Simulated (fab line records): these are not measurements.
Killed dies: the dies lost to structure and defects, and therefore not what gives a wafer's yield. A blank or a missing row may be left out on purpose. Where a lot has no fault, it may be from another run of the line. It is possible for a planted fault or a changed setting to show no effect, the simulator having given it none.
Chamber matching ; flow sfq-line ; SFQ_TRILAYER_I3_VIA_ETCH_VIA_ETCH_088 on rie-diel-03 has 4 sister chambers
The step etches SiO2 in CHF3, stops on Nb, target depth 260 nm. 14 wafers are shown with their chamber, then 7 later ones without.

== WAFERS PAIRED WITH THEIR CHAMBERS ==
wafer;chamber;drypump-motor-current-A (A);oes-product-au (a.u.)
L145.2;3;5.79;0.851
L145.5;3;5.78;0.852
L145.6;0;5.44;0.853
L146.1;1;5.64;0.868
L146.2;2;5.77;0.853
L146.4;2;5.75;0.852
L147.1;3;5.79;0.856
L147.2;0;5.44;0.849
L147.5;3;5.80;0.857
L151.3;2;5.76;0.862
L151.5;2;5.75;0.854
L151.6;3;5.83;0.848
L163.3;0;5.41;0.861
L163.4;1;5.65;0.851

SIGNATURES (averages over the wafers above)
reading;chamber 0;chamber 1;chamber 2;chamber 3;scatter within a chamber
drypump-motor-current-A;5.4300;5.6450;5.7575;5.7980;0.0155
oes-product-au;0.85433;0.85950;0.85525;0.85280;0.0058
Rule: distance of a wafer from a chamber = root of the sum over the readings of ((wafer's reading minus chamber's mean) / reading's scatter) squared. If the next closest chamber is less than 2 further off than the closest, the wafer can't be placed; otherwise it belongs to the closest. The scatter: the root of (the sum of the squares of (reading less its chamber's mean) over the shown wafers, divided by (wafers less chambers)).

== WAFERS WITH NO CHAMBER GIVEN ==
wafer;drypump-motor-current-A (A);oes-product-au (a.u.)
L163.6;5.43;0.858
L165.1;5.75;0.855
L165.5;5.63;0.854
L165.6;5.76;0.853
L168.1;5.75;0.857
L168.4;5.43;0.846
L168.5;5.76;0.859

== CHAMBER TAKEN BY EACH ==
wafer;from the rows above;in truth
L163.6;0;0
L165.1;2;2
L165.5;1;1
L165.6;2;2
L168.1;2;2
L168.4;0;0
L168.5;2;2
Placed correctly: 7 of 7. Left unplaced by these rows: 0. Placed wrongly: 0.
